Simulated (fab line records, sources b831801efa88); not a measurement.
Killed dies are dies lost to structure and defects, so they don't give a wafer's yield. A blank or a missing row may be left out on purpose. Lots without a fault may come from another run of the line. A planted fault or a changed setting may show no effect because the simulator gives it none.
Which tool did it? | flow gf180mcu | 6 lots, 18 wafers sampled, at 1 step of a route of 602

WHAT THE GAUGES READ, wafer by wafer
GF_M4_OVL_MEAS_15.
lot  | measured     | on         | M4_OVL (nm)
L937 | day 24 20:00 | overlay-01 | -8 3 -10
L939 | day 25 23:23 | overlay-02 | -5 14 4
L941 | day 26 03:11 | overlay-01 | -11 3 -4
L943 | day 26 19:03 | overlay-02 | -2 -2 1
L946 | day 27 21:22 | overlay-01 | -4 0 -5
L953 | day 29 15:58 | overlay-02 | 2 -2 1

WHICH TOOL RAN EACH LOT (tool, then ch and the chambers of the sampled wafers, then the start)
The record holds no process step before these readings.

THE ANSWER, worked out from the rows above alone
Rule: what is usual is taken from the lots themselves. Put in order of their means at a reading, lots are off if they are a third of the lots or fewer, leave a main group of 4 or more, and stand apart from it by a gap of 3 or more times the standard deviation of the main group's means; of several such gaps the widest counts. A main group whose means are all the same, to the digits that the tables above print for the reading, isn't used. A lot without any number at a reading at which 4 lots or more have one is off too. The other lots that the step has rows for count as sound.
No lot is off at any reading shown: from this, nothing can be told.

WHAT THE SIMULATOR HAD PUT IN
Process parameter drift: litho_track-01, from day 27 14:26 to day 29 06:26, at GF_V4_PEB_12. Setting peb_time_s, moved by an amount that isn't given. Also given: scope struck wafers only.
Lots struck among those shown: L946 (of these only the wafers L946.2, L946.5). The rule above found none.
